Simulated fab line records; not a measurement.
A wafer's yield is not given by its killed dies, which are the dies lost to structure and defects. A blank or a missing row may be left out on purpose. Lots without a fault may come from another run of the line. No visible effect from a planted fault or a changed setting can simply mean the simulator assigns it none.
A struck lot beside a sound one :: flow sky130 :: 18 out of 708 route steps
Sound: wafers L473.1, L473.3, L473.5. Struck: wafer L478.3 (L478.2, L478.4, from the same lot, were not struck and are left out); the cause is given at the end.
For every step that has rows: the tool of each side, followed by ch and its chambers, followed by its first start. Under that, the readings that differ: sound wafers :: struck wafers :: difference of the means :: sigmas: that difference in standard deviations of wafers without a fault.
alike: words and numbers the same on both sides, and readings whose means are apart by under 2 such deviations; not compared: readings that were withheld, readings missing a value for some wafer, numbers with overlapping values and no deviation given by the record, and bounds like >300 which may hide the same value.
The two part at a step that has a row with sigmas, a row that says differs or no value, or rows on one side only. When numbers do not overlap yet have no deviation, they are printed without sigmas and do not part them. A reading that every wafer of one side lacks parts them only if that side has two wafers or more.

first, 3 steps without rows for these wafers: SKY_LI_CONTACT_EXPOSE_09 (exposes mask LICM1, target cd 170 nm); SKY_LI_CONTACT_PEB_10; SKY_LI_CONTACT_DEVELOP_11 (develop time 60 s).
SKY_LI_CONTACT_CD_MEAS_12: target cd 170 nm.
  sound: cd_sem-01 at day 31 12:40; struck: cd_sem-02 at day 33 04:47
  alike: cd_nm
SKY_LI_CONTACT_OVL_MEAS_13:
  sound: overlay-01 at day 31 12:47; struck: overlay-01 at day 33 04:53
  alike: LI_CONTACT_OVL
SKY_LI_CONTACT_ETCH_14: etches BARC in N2/H2, stops on SiO2, time 45.9 s, target depth 60 nm.
  sound on rie_diel-04 ch 0,2,3, day 31 12:49; struck on rie_diel-03 ch 2, day 33 04:55
  alike: drypump_motor_current_A, oes_product_au, throttle_valve_pct
  not compared: rf_hours_counter_h
then, 1 step without rows for these wafers: SKY_LI_CONTACT_ETCH_15 (etches PSG in C4F8/O2/Ar, stops on Si, target depth 600 nm).
SKY_LI_CONTACT_STRIP_16: strips in O2/N2.
  sound on plasma_asher-01 ch 0,1, day 31 12:57; struck on plasma_asher-02 ch 0, day 33 05:02
reading: oes_product_au (a.u.)
sound: 0.388 0.382 0.382
struck: 0.371
difference: -0.013
sigmas: -3
  alike: drypump_motor_current_A, strip_time_to_endpoint_s
  not compared: rf_hours_counter_h
then, 2 steps without rows for these wafers: SKY_LI_CONTACT_CLEAN_17 (cleans in NMP, time 600 s); SKY_LI_CONTACT_PRE_CLEAN_18 (time 5.6 s).
SKY_LI_CONTACT_SPUTTER_19: material Ti, target thk 20 nm, time 106.37 s.
  sound: pvd_sputter-03 at day 31 13:14; struck: pvd_sputter-03 at day 33 05:20
  alike: throttle_valve_pct
SKY_LI_CONTACT_SPUTTER_20: material TiN, target thk 20 nm, time 80 s.
  sound: pvd_sputter-03 at day 31 13:19; struck: pvd_sputter-03 at day 33 05:25
  alike: throttle_valve_pct
SKY_LI_CONTACT_CVD_21: deposits W, target thk 400 nm, time 120.56 s.
  sound on cvd_w-02 ch 0, day 31 13:23; struck on cvd_w-02 ch 1, day 33 05:28
reading: model.W_of_LI_CONTACT_CVD_21.thk_nm (nm)
sound: 396.3 400.3 396.8
struck: 599.7
difference: +201.9
sigmas: 
  alike: heater_power_w
  not compared: since_wet_clean_h
SKY_LI_CONTACT_RS_MEAS_22: the measuring method here is four-point-probe.
  sound: film_metro-04 at day 31 13:38; struck: film_metro-03 at day 33 05:55
reading: LI_CONTACT_W_RS (ohm/sq)
sound: 0.287 0.285 0.287
struck: 0.190
difference: -0.096
sigmas: -21
  not compared: hold
SKY_LI_CONTACT_THK_MEAS_23: measures by xrf.
  sound: film_metro-04 at day 31 13:45; struck: film_metro-03 at day 33 10:26
  not compared: hold, LI_CONTACT_W_THK
SKY_LI_CONTACT_CMP_24: polishes, stops on PSG, t overpolish 20 s, target thk 0 nm.
  sound on cmp-02 ch 0,1,2, day 31 13:52; struck on cmp-02 ch 2, day 33 13:23
reading: hold
sound: - - -
struck: await_dispo/2.5h/release
difference: no value on the sound wafers
sigmas: 

reading: time_to_endpoint_s (s)
sound: 97 95 98
struck: 141
difference: +44
sigmas: +13
  alike: motor_current_A, platen_rpm
SKY_LOCAL_INTERCONNECT_SPUTTER_00: material TiN, target thk 100 nm, time 83.3 s.
  sound: pvd_sputter-01 at day 31 14:07; struck: pvd_sputter-04 at day 33 13:41
  alike: throttle_valve_pct
-- here the record skips 16 days between the struck wafers' starts before and after, leaving off in module LOCAL_INTERCONNECT and picking up in module PAD_OPEN (first step shown: number 708 of the route) --
SKY_PAD_OPEN_PROBE_99:
  sound: prober-01 at day 47 16:38; struck: prober-02 at day 49 08:05
  alike: killed_at_M0_to_M3, killed_at_M4_up, killed_at_contacts, killed_at_front_end, killed_at_other, killed_dies, killed_open, killed_short
  not compared: hold

WHERE THEY PART
Last at SKY_LI_CONTACT_CMP_24 as far as this record goes, first at SKY_LI_CONTACT_STRIP_16. Later steps at which nothing parts them and some readings are alike: SKY_LOCAL_INTERCONNECT_SPUTTER_00, SKY_PAD_OPEN_PROBE_99.

WHY: what the simulator had put in
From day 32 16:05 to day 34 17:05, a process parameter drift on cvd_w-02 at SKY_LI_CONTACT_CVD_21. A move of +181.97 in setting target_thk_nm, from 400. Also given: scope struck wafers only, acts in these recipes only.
